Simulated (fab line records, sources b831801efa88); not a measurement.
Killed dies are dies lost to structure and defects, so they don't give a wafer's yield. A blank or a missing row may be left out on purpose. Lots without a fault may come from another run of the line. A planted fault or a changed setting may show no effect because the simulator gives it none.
Which tool did it? | flow sky130 | 6 lots, 18 wafers sampled, at 1 step of a route of 708

WHAT THE GAUGES READ, wafer by wafer
SKY_METAL1_CD_MEAS_15: target cd 140 nm.
lot  | measured     | on        | cd_nm (nm)
L218 | day 33 01:58 | cd_sem-02 | 138.1 138.8 138.7
L220 | day 33 19:10 | cd_sem-02 | 143.1 142.3 141.2
L230 | day 38 04:54 | cd_sem-02 | 144.3 144.5 144.4
L232 | day 38 08:31 | cd_sem-01 | 141.2 141.4 141.7
L235 | day 38 15:17 | cd_sem-02 | 139.0 141.1 140.5
L238 | day 39 14:56 | cd_sem-01 | 141.6 142.2 143.8

WHICH TOOL RAN EACH LOT (tool, then ch and the chambers of the sampled wafers, then the start)
The record holds no process step before these readings.

THE ANSWER, worked out from the rows above alone
Rule: what is usual is taken from the lots themselves. Put in order of their means at a reading, lots are off if they are a third of the lots or fewer, leave a main group of 4 or more, and stand apart from it by a gap of 3 or more times the standard deviation of the main group's means; of several such gaps the widest counts. A main group whose means are all the same, to the digits that the tables above print for the reading, isn't used. A lot without any number at a reading at which 4 lots or more have one is off too. The other lots that the step has rows for count as sound.
No lot is off at any reading shown: from this, nothing can be told.

WHAT THE SIMULATOR HAD PUT IN
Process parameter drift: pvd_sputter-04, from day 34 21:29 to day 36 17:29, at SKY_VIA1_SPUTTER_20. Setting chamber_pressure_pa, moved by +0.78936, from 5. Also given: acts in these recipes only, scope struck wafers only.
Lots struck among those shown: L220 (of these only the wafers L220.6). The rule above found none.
